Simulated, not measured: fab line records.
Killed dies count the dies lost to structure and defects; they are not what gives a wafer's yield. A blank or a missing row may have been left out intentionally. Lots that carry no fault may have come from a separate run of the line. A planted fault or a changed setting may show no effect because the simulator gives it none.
A lot that was struck, set against a sound lot -- flow sky130 -- 15 out of 708 route steps
Sound: wafers L375.3, L375.5, L375.6. Struck: wafers L378.1, L378.3, L378.6. The cause is given at the end.
Each step with rows lists, per side, the tool, then ch with its chambers, then its first start. Under that, the readings that differ: sound wafers -- struck wafers -- difference of the means -- sigmas: that difference in standard deviations of wafers without a fault.
alike: readings with means less than 2 such deviations apart, plus words and numbers identical on both sides. not compared: withheld readings, readings lacking a value on some wafer, bounds such as >300 that could conceal the same value, and numbers that have no deviation in the record and whose values overlap.
The two part at a step that has a row with sigmas, a row that says differs or no value, or rows on one side only. Numbers that have no deviation but don't overlap get no sigmas and don't part them. Lack of a reading on every wafer of one side parts them only where that side has two or more wafers.

first, 3 steps without rows for these wafers: SKY_SD_P_EXPOSE_04 (exposes mask PSDM, target cd 380 nm); SKY_SD_P_PEB_05; SKY_SD_P_DEVELOP_06 (develop time 60 s).
SKY_SD_P_CD_MEAS_07 targets a cd of 380 nm.
  struck on cd sem-01, day 29 05:42; sound on cd sem-02, day 28 20:41
reading,sound,struck,difference,sigmas
cd nm (nm),380.3 381.9 383.0,376.7 375.1 376.4,-5.7,-3
SKY_SD_P_OVL_MEAS_08:
  struck on overlay-01, day 29 05:49; sound on overlay-02, day 28 20:47
  alike: SD_P_OVL
after that, 1 step had no rows for these wafers: SKY_SD_P_IMPLANT_09.
SKY_SD_P_STRIP_10: strips in O2/N2.
  sound on plasma asher-04 ch 0,1, day 28 20:59; struck on plasma asher-03 ch 0,1, day 29 06:01
  alike: drypump motor current A, oes product au, strip time to endpoint s
  not compared: rf hours counter h
SKY_SD_P_TW_MEAS_11:
  struck on film metro-02, day 29 06:07; sound on film metro-02, day 28 21:05
  alike: SD_P_TW
then, 4 steps without rows for these wafers: SKY_RES_XHIGH_DEHYDRATE_00 (time 60 s); SKY_RES_XHIGH_HMDS_01 (prime time 60 s); SKY_RES_XHIGH_COAT_02 (resist thk 1140 nm); SKY_RES_XHIGH_SOFTBAKE_03 (time 60 s).
SKY_RES_XHIGH_EXPOSE_04: exposes mask URPM, target cd 1270 nm.
  sound on iline stepper-02 ch 0, day 29 11:10; struck on iline stepper-02 ch 0, day 29 20:23
reading,sound,struck,difference,sigmas
model.RES_XHIGH.overlay x nm (nm),-3.423 -3.423 -3.423,-102.3 -102.3 -102.3,-98.9,
  alike: mask
after that, 1 step had no rows for these wafers: SKY_RES_XHIGH_PEB_05.
-- record jumps: 19 days separate the struck wafers' starts on either side; left off in module RES_XHIGH, taken up again in module PAD_OPEN, whose first shown step is the route's number 708 --
SKY_PAD_OPEN_PROBE_99:
  struck on prober-01, day 48 12:05; sound on prober-02, day 48 08:13
  alike: killed_at_M0_to_M3, killed_at_M4_up, killed at contacts, killed at front end, killed at other, killed dies, killed open, killed short

## WHERE THEY PART
SKY_SD_P_CD_MEAS_07 only, going by this record. Later steps at which nothing parts them and some readings are alike: SKY_SD_P_OVL_MEAS_08, SKY_SD_P_STRIP_10, SKY_SD_P_TW_MEAS_11, SKY_RES_XHIGH_EXPOSE_04, SKY_PAD_OPEN_PROBE_99.

WHY: the cause the simulator had injected
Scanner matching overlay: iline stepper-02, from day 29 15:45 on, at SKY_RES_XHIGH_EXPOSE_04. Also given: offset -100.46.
